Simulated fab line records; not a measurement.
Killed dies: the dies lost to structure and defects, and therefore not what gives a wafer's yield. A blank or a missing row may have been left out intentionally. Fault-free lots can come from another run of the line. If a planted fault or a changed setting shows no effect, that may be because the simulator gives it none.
Which tool is to blame? / flow gf180mcu / 36 wafers from 12 lots sampled at 6 of the route's 602 steps

== WHAT EACH GAUGE READ, for each wafer ==
GF_PSD_CD_MEAS_07: target cd 400 nm.
lot=L253; measured=day 14 10:15; on=cd_sem-01; cd_nm (nm)=399.2 398.7 396.2
lot=L255; measured=day 15 06:55; on=cd_sem-02; cd_nm (nm)=401.2 399.2 400.8
lot=L257; measured=day 15 23:28; on=cd_sem-01; cd_nm (nm)=400.9 402.1 401.0
lot=L258; measured=day 16 08:20; on=cd_sem-01; cd_nm (nm)=400.4 396.7 399.7
lot=L259; measured=day 16 21:57; on=cd_sem-01; cd_nm (nm)=401.9 399.5 400.6
lot=L260; measured=day 17 01:50; on=cd_sem-01; cd_nm (nm)=406.5 403.7 402.8
lot=L262; measured=day 17 16:13; on=cd_sem-02; cd_nm (nm)=400.0 401.2 399.3
lot=L265; measured=day 18 16:42; on=cd_sem-02; cd_nm (nm)=403.1 400.9 402.6
lot=L271; measured=day 20 20:08; on=cd_sem-02; cd_nm (nm)=402.3 402.2 401.3
lot=L272; measured=day 21 07:29; on=cd_sem-01; cd_nm (nm)=402.5 399.8 402.6
lot=L274; measured=day 21 23:35; on=cd_sem-01; cd_nm (nm)=400.8 402.5 403.0
lot=L275; measured=day 22 09:44; on=cd_sem-01; cd_nm (nm)=405.2 403.7 404.0

GF_PSD_RS_MEAS_15: uses a four-point probe to measure.
lot=L253; measured=day 14 10:59; on=film_metro-02; PSD_RS (ohm/sq)=108.1 107.9 108.1
lot=L255; measured=day 15 07:38; on=film_metro-01; PSD_RS (ohm/sq)=108.4 108.4 108.0
lot=L257; measured=day 16 00:14; on=film_metro-02; PSD_RS (ohm/sq)=108.2 108.2 108.3
lot=L258; measured=day 16 09:04; on=film_metro-02; PSD_RS (ohm/sq)=107.7 108.0 108.0
lot=L259; measured=day 16 22:45; on=film_metro-03; PSD_RS (ohm/sq)=107.3 107.8 107.8
lot=L260; measured=day 17 02:37; on=film_metro-01; PSD_RS (ohm/sq)=108.0 107.6 108.0
lot=L262; measured=day 17 17:06; on=film_metro-02; PSD_RS (ohm/sq)=107.9 107.8 108.0
lot=L265; measured=day 18 17:30; on=film_metro-03; PSD_RS (ohm/sq)=109.0 108.7 108.6
lot=L271; measured=day 20 20:52; on=film_metro-02; PSD_RS (ohm/sq)=108.1 108.0 108.0
lot=L272; measured=day 21 08:12; on=film_metro-01; PSD_RS (ohm/sq)=108.3 108.0 107.8
lot=L274; measured=day 22 00:19; on=film_metro-02; PSD_RS (ohm/sq)=107.7 107.5 107.7
lot=L275; measured=day 22 10:28; on=film_metro-03; PSD_RS (ohm/sq)=107.9 107.6 108.1

== WHAT TOOL EACH LOT RAN ON (gives the tool, then ch and the chambers of the sampled wafers, and finally the start) ==
lot=L253; GF_HV_LDD_RTA_52=rtp_anneal-01 ch 0, day 12 15:07; GF_PSD_IMPLANT_09=implanter-04 ch 0, day 14 10:25; GF_PSD_STRIP_10=plasma_asher-01 ch 0,1, day 14 10:34; GF_PSD_RTA_13=rtp_anneal-01 ch 0, day 14 10:46
lot=L255; GF_HV_LDD_RTA_52=rtp_anneal-02 ch 0, day 13 07:44; GF_PSD_IMPLANT_09=implanter-01 ch 0, day 15 07:05; GF_PSD_STRIP_10=plasma_asher-04 ch 0,1, day 15 07:11; GF_PSD_RTA_13=rtp_anneal-02 ch 0, day 15 07:25
lot=L257; GF_HV_LDD_RTA_52=rtp_anneal-02 ch 0, day 13 23:59; GF_PSD_IMPLANT_09=implanter-01 ch 0, day 15 23:38; GF_PSD_STRIP_10=plasma_asher-01 ch 0,1, day 15 23:45; GF_PSD_RTA_13=rtp_anneal-02 ch 0, day 16 00:02
lot=L258; GF_HV_LDD_RTA_52=rtp_anneal-02 ch 0, day 14 09:56; GF_PSD_IMPLANT_09=implanter-01 ch 0, day 16 08:31; GF_PSD_STRIP_10=plasma_asher-03 ch 0,1, day 16 08:38; GF_PSD_RTA_13=rtp_anneal-01 ch 0, day 16 08:51
lot=L259; GF_HV_LDD_RTA_52=rtp_anneal-01 ch 0, day 14 22:39; GF_PSD_IMPLANT_09=implanter-03 ch 0, day 16 22:07; GF_PSD_STRIP_10=plasma_asher-04 ch 0,1, day 16 22:16; GF_PSD_RTA_13=rtp_anneal-01 ch 0, day 16 22:28
lot=L260; GF_HV_LDD_RTA_52=rtp_anneal-01 ch 0, day 15 03:07; GF_PSD_IMPLANT_09=implanter-03 ch 0, day 17 02:01; GF_PSD_STRIP_10=plasma_asher-04 ch 0,1, day 17 02:08; GF_PSD_RTA_13=rtp_anneal-02 ch 0, day 17 02:24
lot=L262; GF_HV_LDD_RTA_52=rtp_anneal-02 ch 0, day 15 17:07; GF_PSD_IMPLANT_09=implanter-04 ch 0, day 17 16:26; GF_PSD_STRIP_10=plasma_asher-04 ch 0,1, day 17 16:40; GF_PSD_RTA_13=rtp_anneal-01 ch 0, day 17 16:53
lot=L265; GF_HV_LDD_RTA_52=rtp_anneal-02 ch 0, day 16 15:52; GF_PSD_IMPLANT_09=implanter-04 ch 0, day 18 16:52; GF_PSD_STRIP_10=plasma_asher-03 ch 0,1, day 18 17:01; GF_PSD_RTA_13=rtp_anneal-02 ch 0, day 18 17:13
lot=L271; GF_HV_LDD_RTA_52=rtp_anneal-01 ch 0, day 18 16:20; GF_PSD_IMPLANT_09=implanter-03 ch 0, day 20 20:19; GF_PSD_STRIP_10=plasma_asher-03 ch 0,1, day 20 20:26; GF_PSD_RTA_13=rtp_anneal-02 ch 0, day 20 20:38
lot=L272; GF_HV_LDD_RTA_52=rtp_anneal-02 ch 0, day 19 03:32; GF_PSD_IMPLANT_09=implanter-03 ch 0, day 21 07:39; GF_PSD_STRIP_10=plasma_asher-04 ch 0,1, day 21 07:47; GF_PSD_RTA_13=rtp_anneal-02 ch 0, day 21 07:59
lot=L274; GF_HV_LDD_RTA_52=rtp_anneal-01 ch 0, day 19 20:26; GF_PSD_IMPLANT_09=implanter-03 ch 0, day 21 23:45; GF_PSD_STRIP_10=plasma_asher-01 ch 0,1, day 21 23:54; GF_PSD_RTA_13=rtp_anneal-01 ch 0, day 22 00:07
lot=L275; GF_HV_LDD_RTA_52=rtp_anneal-01 ch 0, day 20 07:30; GF_PSD_IMPLANT_09=implanter-04 ch 0, day 22 09:53; GF_PSD_STRIP_10=plasma_asher-03 ch 0,1, day 22 10:02; GF_PSD_RTA_13=rtp_anneal-01 ch 0, day 22 10:15
- GF_HV_LDD_RTA_52: time 10 s.
- GF_PSD_IMPLANT_09
- GF_PSD_STRIP_10: strips in O2/N2.
- GF_PSD_RTA_13: time 20 s.

== AS READ BY THE TOOLS THEMSELVES (means over the sampled wafers that have a number; for cases with no such wafer, the mark the record gives instead) ==
GF_HV_LDD_RTA_52.
lot=L253; tool=rtp_anneal-01; lamp_power_pct (%)=43; wafer_temp_C_max=1003.9
lot=L255; tool=rtp_anneal-02; lamp_power_pct (%)=32; wafer_temp_C_max=1004.1
lot=L257; tool=rtp_anneal-02; lamp_power_pct (%)=32; wafer_temp_C_max=1004.3
lot=L258; tool=rtp_anneal-02; lamp_power_pct (%)=32; wafer_temp_C_max=1004.3
lot=L259; tool=rtp_anneal-01; lamp_power_pct (%)=43; wafer_temp_C_max=1003.7
lot=L260; tool=rtp_anneal-01; lamp_power_pct (%)=43; wafer_temp_C_max=1004.1
lot=L262; tool=rtp_anneal-02; lamp_power_pct (%)=32; wafer_temp_C_max=1005.4
lot=L265; tool=rtp_anneal-02; lamp_power_pct (%)=32; wafer_temp_C_max=1004.8
lot=L271; tool=rtp_anneal-01; lamp_power_pct (%)=43; wafer_temp_C_max=1003.4
lot=L272; tool=rtp_anneal-02; lamp_power_pct (%)=32; wafer_temp_C_max=1004.7
lot=L274; tool=rtp_anneal-01; lamp_power_pct (%)=43; wafer_temp_C_max=1003.5
lot=L275; tool=rtp_anneal-01; lamp_power_pct (%)=43; wafer_temp_C_max=1004.2

GF_PSD_IMPLANT_09.
lot=L253; tool=implanter-04; end_station_pressure_torr (Torr)=1.16e-05
lot=L255; tool=implanter-01; end_station_pressure_torr (Torr)=1.12e-05
lot=L257; tool=implanter-01; end_station_pressure_torr (Torr)=1.22e-05
lot=L258; tool=implanter-01; end_station_pressure_torr (Torr)=1.11e-05
lot=L259; tool=implanter-03; end_station_pressure_torr (Torr)=1.16e-05
lot=L260; tool=implanter-03; end_station_pressure_torr (Torr)=1.19e-05
lot=L262; tool=implanter-04; end_station_pressure_torr (Torr)=1.20e-05
lot=L265; tool=implanter-04; end_station_pressure_torr (Torr)=1.19e-05
lot=L271; tool=implanter-03; end_station_pressure_torr (Torr)=1.23e-05
lot=L272; tool=implanter-03; end_station_pressure_torr (Torr)=1.11e-05
lot=L274; tool=implanter-03; end_station_pressure_torr (Torr)=1.15e-05
lot=L275; tool=implanter-04; end_station_pressure_torr (Torr)=1.20e-05

GF_PSD_STRIP_10.
lot=L253; tool=plasma_asher-01; drypump_motor_current_A (A)=5.70; heater_power_w (W)=370; oes_product_au (a.u.)=0.591; strip_time_to_endpoint_s (s)=16.53
lot=L255; tool=plasma_asher-04; drypump_motor_current_A (A)=5.51; heater_power_w (W)=301; oes_product_au (a.u.)=0.591; strip_time_to_endpoint_s (s)=16.57
lot=L257; tool=plasma_asher-01; drypump_motor_current_A (A)=5.68; heater_power_w (W)=363; oes_product_au (a.u.)=0.590; strip_time_to_endpoint_s (s)=16.58
lot=L258; tool=plasma_asher-03; drypump_motor_current_A (A)=5.82; heater_power_w (W)=336; oes_product_au (a.u.)=0.589; strip_time_to_endpoint_s (s)=16.56
lot=L259; tool=plasma_asher-04; drypump_motor_current_A (A)=5.52; heater_power_w (W)=308; oes_product_au (a.u.)=0.591; strip_time_to_endpoint_s (s)=16.55
lot=L260; tool=plasma_asher-04; drypump_motor_current_A (A)=5.62; heater_power_w (W)=308; oes_product_au (a.u.)=0.592; strip_time_to_endpoint_s (s)=16.57
lot=L262; tool=plasma_asher-04; drypump_motor_current_A (A)=5.52; heater_power_w (W)=300; oes_product_au (a.u.)=0.592; strip_time_to_endpoint_s (s)=16.51
lot=L265; tool=plasma_asher-03; drypump_motor_current_A (A)=5.75; heater_power_w (W)=328; oes_product_au (a.u.)=0.599; strip_time_to_endpoint_s (s)=16.41
lot=L271; tool=plasma_asher-03; drypump_motor_current_A (A)=5.75; heater_power_w (W)=332; oes_product_au (a.u.)=0.594; strip_time_to_endpoint_s (s)=16.57
lot=L272; tool=plasma_asher-04; drypump_motor_current_A (A)=5.50; heater_power_w (W)=297; oes_product_au (a.u.)=0.591; strip_time_to_endpoint_s (s)=16.55
lot=L274; tool=plasma_asher-01; drypump_motor_current_A (A)=5.65; heater_power_w (W)=360; oes_product_au (a.u.)=0.588; strip_time_to_endpoint_s (s)=16.52
lot=L275; tool=plasma_asher-03; drypump_motor_current_A (A)=5.74; heater_power_w (W)=334; oes_product_au (a.u.)=0.591; strip_time_to_endpoint_s (s)=16.57

GF_PSD_RTA_13.
lot=L253; tool=rtp_anneal-01; lamp_power_pct (%)=45; wafer_temp_C_max=1027.9
lot=L255; tool=rtp_anneal-02; lamp_power_pct (%)=34; wafer_temp_C_max=1030.1
lot=L257; tool=rtp_anneal-02; lamp_power_pct (%)=34; wafer_temp_C_max=1030.1
lot=L258; tool=rtp_anneal-01; lamp_power_pct (%)=45; wafer_temp_C_max=1028.7
lot=L259; tool=rtp_anneal-01; lamp_power_pct (%)=45; wafer_temp_C_max=1028.5
lot=L260; tool=rtp_anneal-02; lamp_power_pct (%)=34; wafer_temp_C_max=1030.0
lot=L262; tool=rtp_anneal-01; lamp_power_pct (%)=45; wafer_temp_C_max=1028.2
lot=L265; tool=rtp_anneal-02; lamp_power_pct (%)=34; wafer_temp_C_max=1029.5
lot=L271; tool=rtp_anneal-02; lamp_power_pct (%)=34; wafer_temp_C_max=1029.4
lot=L272; tool=rtp_anneal-02; lamp_power_pct (%)=34; wafer_temp_C_max=1029.5
lot=L274; tool=rtp_anneal-01; lamp_power_pct (%)=45; wafer_temp_C_max=1029.2
lot=L275; tool=rtp_anneal-01; lamp_power_pct (%)=45; wafer_temp_C_max=1028.6

== THE ANSWER, worked out from the rows above alone ==
Rule: the usual values come from the lots themselves. Put in order of their means at a reading, lots are off if they are a third of the lots or fewer, leave a main group of 4 or more, and stand apart from it by a gap of 3 or more times the standard deviation of the main group's means; of several such gaps the widest counts. A main group whose means are all the same, to the digits that the tables above print for the reading, isn't used. Also off: a lot with no number at a reading for which 4 or more lots have one. Any other lot the step has rows for is counted as sound. The gauges are gone through in route order, then the tools' own readings, and for those a lot's mean is taken as printed above. At the first step where some lot is off, the reading lying furthest off is the one used; lots without a number count as furthest.
Off: L265, at GF_PSD_STRIP_10 (strip_time_to_endpoint_s). Main group: mean 16.55 s, sd 0.022.
If a tool, at that step or one of the process steps before it, ran each lot that is off and ran no sound lot following the first of them, it fits. No candidate that was tried fits.

== WHAT HAD BEEN PUT IN BY THE SIMULATOR ==
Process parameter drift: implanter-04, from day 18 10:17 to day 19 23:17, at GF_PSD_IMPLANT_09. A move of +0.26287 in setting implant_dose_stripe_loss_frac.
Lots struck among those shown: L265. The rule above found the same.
